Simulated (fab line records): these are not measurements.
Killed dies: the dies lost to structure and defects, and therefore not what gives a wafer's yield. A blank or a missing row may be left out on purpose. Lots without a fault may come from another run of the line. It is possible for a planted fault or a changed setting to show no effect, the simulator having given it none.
Which tool was responsible?    flow sfqLine    7 lots, 21 wafers sampled, at 4 steps of a route of 325

== WHAT THE GAUGES SHOWED, per wafer ==
SFQ_M1_OVL_MEAS_911.
lot   measured      on          M1_OVL (nm)
L696  day 23 22:13  overlay-02  -1 -6 5
L698  day 24 18:37  overlay-02  4 6 1
L700  day 25 05:25  overlay-01  4 0 6
L704  day 27 09:35  overlay-01  5 8 10
L706  day 28 07:17  overlay-02  -5 -5 -3
L715  day 31 03:22  overlay-02  -14 -10 -14
L718  day 31 12:58  overlay-02  -13 -15 -8

== TOOL THAT RAN EACH LOT (tool first, then ch and the chambers of the sampled wafers, then the start) ==
lot   SFQ_TRILAYER_INCOMING_OXIDATION_002  SFQ_TRILAYER_I0_DEP_PECVD_027    SFQ_TRILAYER_I0_METRO_MEASURE_029
L696  furnace-02 ch 0, day 1 15:07         pecvd-03 ch 1,2, day 12 05:39    filmMetro-03, day 12 22:27
L698  furnace-02 ch 0, day 2 01:07         pecvd-04 ch 0,1,2, day 13 02:36  filmMetro-01, day 13 13:27
L700  furnace-02 ch 0, day 2 11:13         pecvd-03 ch 1,2, day 14 01:22    filmMetro-01, day 14 06:35
L704  furnace-02 ch 0, day 3 07:07         pecvd-04 ch 0,1, day 15 06:35    filmMetro-04, day 15 09:59
L706  furnace-02 ch 0, day 3 17:07         pecvd-03 ch 1,2, day 15 20:33    filmMetro-01, day 16 00:09
L715  furnace-01 ch 0, day 5 14:07         pecvd-03 ch 1,2, day 17 19:35    filmMetro-03, day 18 01:45
L718  furnace-02 ch 0, day 6 05:07         pecvd-03 ch 0,1, day 18 00:23    filmMetro-04, day 18 08:22
- SFQ_TRILAYER_INCOMING_OXIDATION_002: target thk 500 nm, ox time 4939 s.
- SFQ_TRILAYER_I0_DEP_PECVD_027: deposits SiO2 from SiH4/N2O, time 111.11 s, target thk 500 nm.
- SFQ_TRILAYER_I0_METRO_MEASURE_029

== THE ANSWER, worked out from the rows above alone ==
Rule: the usual values come from the lots themselves. The widest of any qualifying gaps counts: lots, ordered by their means at a reading, are off when they make up no more than a third of the lots, leave a main group of 4 or more, and stand apart from it by 3 or more times the standard deviation of that group's means. The tables above print the reading to a certain number of digits; a main group whose means all agree to those digits is not used. A lot without any number at a reading at which 4 lots or more have one is off too. All remaining lots with rows at the step are treated as sound.
Across all readings shown, no lot is off: no conclusion can be drawn from this.

== WHAT THE SIMULATOR HAD PUT IN ==
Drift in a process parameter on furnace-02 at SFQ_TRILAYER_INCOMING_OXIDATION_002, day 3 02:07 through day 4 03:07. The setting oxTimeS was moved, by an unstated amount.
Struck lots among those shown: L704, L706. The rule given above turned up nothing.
